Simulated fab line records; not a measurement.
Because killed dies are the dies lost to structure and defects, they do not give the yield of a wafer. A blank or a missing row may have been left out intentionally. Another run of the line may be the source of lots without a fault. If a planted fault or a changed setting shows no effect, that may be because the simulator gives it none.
One fault seen from 2 desks | flow sky130 | what lay behind the numbers comes last; until then each desk has only its own

## METROLOGY DESK
What the gauges read for every lot (on any tool): the sampled wafers with a number, averaged. If a lot's mean is further than 4 standard deviations from the usual mean, the lot is out of limits and carries the mark OUT (the distance appears in the brackets).
Columns: A = PASSIVATION_CVD_02_THK at SKY_PASSIVATION_THK_MEAS_03, usual 539 nm
lot  | first seen here | A
L890 | day 44 01:28    | 547
L891 | day 44 12:08    | 532
L892 | day 44 18:00    | 543
L893 | day 44 23:08    | 549
L894 | day 45 10:52    | 544
L895 | day 45 18:53    | 542
L899 | day 46 21:04    | 545
L901 | day 47 02:36    | 544
L904 | day 48 00:09    | 537
L909 | day 49 01:26    | 540
L910 | day 49 06:08    | 536
L913 | day 49 15:35    | 536
Result from this desk: across the 12 lots, nothing is out of limits.

## THE TOOL OWNER'S DESK: pvd_sputter-03
At SKY_VIA1_SPUTTER_20 (material TiN, target thk 20 nm, time 80 s) the tool's own readings: per lot run on this tool, the mean of the sampled wafers that have a number. If a lot's mean is further than 4 standard deviations from the usual mean, the lot is out of limits and carries the mark OUT (the distance appears in the brackets).
Columns: A = throttle_valve_pct at SKY_VIA1_SPUTTER_20, usual 29.7 %
lot  | first seen here | A
L893 | day 35 03:49    | 29.9
L894 | day 35 14:43    | 30.2
L899 | day 37 15:56    | 30.3
L901 | day 37 21:06    | 30.2
Result from this desk: across the 4 lots, nothing is out of limits.

## PUT TOGETHER
Nothing out of limits was seen by the metrology desk.
The desk of the tool owner found nothing out of limits.

## WHAT THE SIMULATOR HAD INSERTED
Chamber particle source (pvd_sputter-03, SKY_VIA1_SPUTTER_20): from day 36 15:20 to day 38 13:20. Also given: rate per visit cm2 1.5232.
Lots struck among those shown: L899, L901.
